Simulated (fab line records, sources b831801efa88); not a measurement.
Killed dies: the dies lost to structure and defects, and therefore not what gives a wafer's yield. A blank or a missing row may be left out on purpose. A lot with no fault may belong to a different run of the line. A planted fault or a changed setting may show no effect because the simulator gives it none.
One fault through the eyes of 2 desks | flow sky130 | every desk sees just its own numbers, and what lay behind them comes last

FROM THE METROLOGY DESK
What the gauges read for every lot (on any tool): the sampled wafers with a number, averaged. If a lot's mean is further than 4 standard deviations from the usual mean, the lot is out of limits and carries the mark OUT (the distance appears in the brackets).
Columns: A = VIA2_OVL at SKY_VIA2_OVL_MEAS_13, usual 0 nm
lot  | first seen here | A
L633 | day 37 19:16    | 3
L635 | day 38 06:33    | 0
L636 | day 38 16:05    | -3
L637 | day 38 23:55    | -5
L639 | day 39 14:56    | 1
L640 | day 39 22:52    | 3
L641 | day 40 15:08    | -4
L648 | day 42 20:22    | 2
L649 | day 42 21:11    | 4
L651 | day 43 01:17    | 2
L650 | day 43 07:58    | 1
L652 | day 43 14:40    | 8
This desk's verdict: no lot among the 12 shows anything out of limits.

FOR THE TOOL OWNER'S DESK: pvd sputter-02
The tool's own readings at SKY_METAL5_SPUTTER_04 (material TiN, target thk 70 nm, time 58.3 s): means of the sampled wafers that have a number, for each lot that ran on this tool. If a lot's mean is further than 4 standard deviations from the usual mean, the lot is out of limits and carries the mark OUT (the distance appears in the brackets).
Columns: A = throttle valve pct at SKY_METAL5_SPUTTER_04, usual 29.4 %
lot  | first seen here | A
L636 | day 45 02:40    | 29.0
L639 | day 45 22:10    | 30.0
L648 | day 48 18:00    | 30.1
L649 | day 48 19:26    | 30.3
This desk's verdict: no lot among the 4 shows anything out of limits.

ALL TOGETHER
From the metrology desk's view, nothing was out of limits.
The desk of the tool owner found nothing out of limits.

WHAT WAS PUT IN BY THE SIMULATOR
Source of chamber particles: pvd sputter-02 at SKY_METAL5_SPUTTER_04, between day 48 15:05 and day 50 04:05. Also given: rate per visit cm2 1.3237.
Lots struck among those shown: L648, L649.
